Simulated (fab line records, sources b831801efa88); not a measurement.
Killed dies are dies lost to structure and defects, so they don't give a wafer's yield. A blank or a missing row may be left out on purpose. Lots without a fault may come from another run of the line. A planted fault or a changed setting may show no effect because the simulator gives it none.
Chamber matching | flow gf180mcu | GF_V4_CMP_04 on cmp-01: 4 sister chambers
The step polishes SiO2. 8 wafers are shown with their chamber, then 12 later ones without.

WAFERS WITH THEIR CHAMBER
wafer  | chamber | motor_current_A (A) | time_to_endpoint_s (s)
L087.6 | 1       | 11.4                | 80
L088.3 | 0       | 11.6                | 82
L089.4 | 2       | 13.8                | 84
L089.5 | 0       | 10.8                | 93
L089.6 | 3       | 13.2                | 86
L090.1 | 2       | 13.9                | 84
L090.2 | 1       | 11.6                | 81
L090.4 | 3       | 13.8                | 86

WAFERS WITHOUT THEIR CHAMBER
wafer  | motor_current_A (A) | time_to_endpoint_s (s)
L092.2 | 11.1                | 85
L092.4 | 13.4                | 80
L092.5 | 11.2                | 84
L093.1 | 11.5                | 84
L093.2 | 11.1                | 86
L093.6 | 10.4                | 91
L095.1 | 11.2                | 83
L095.4 | 13.3                | 90
L095.5 | 11.9                | 92
L097.2 | 10.9                | 92
L097.3 | 13.2                | 84
L097.6 | 12.7                | 95

WHICH CHAMBER EACH WENT THROUGH
wafer  | from the rows above               | in truth
L092.2 | can't be placed: 0 or 1           | 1
L092.4 | can't be placed: 3 or 2           | 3
L092.5 | can't be placed: 0 or 1           | 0
L093.1 | can't be placed: 1 or 0           | 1
L093.2 | can't be placed: 0 or 1           | 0
L093.6 | can't be placed: 0 or 1           | 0
L095.1 | can't be placed: 1 or 0           | 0
L095.4 | can't be placed: 3 or 2           | 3
L095.5 | can't be placed: 0 or 1           | 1
L097.2 | can't be placed: 0 or 1           | 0
L097.3 | can't be placed: 3 or 2           | 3
L097.6 | can't be placed: 3 or 2 or 0 or 1 | 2
Placed correctly: 0 of 12. Can't be placed from these rows: 12 (the true chamber is among the candidates in 12). Placed wrongly: 0.
How it was worked out, from the rows above alone: a wafer's distance from a chamber is the root of the sum, over the readings, of the square of ((its reading less the chamber's mean) divided by the reading's scatter). The wafer belongs to the nearest chamber; if the next one is less than 2 further off, it can't be placed. A chamber's mean is the mean of its shown wafers. The scatter: the root of (the sum of the squares of (reading less its chamber's mean) over the shown wafers, divided by (wafers less chambers)).
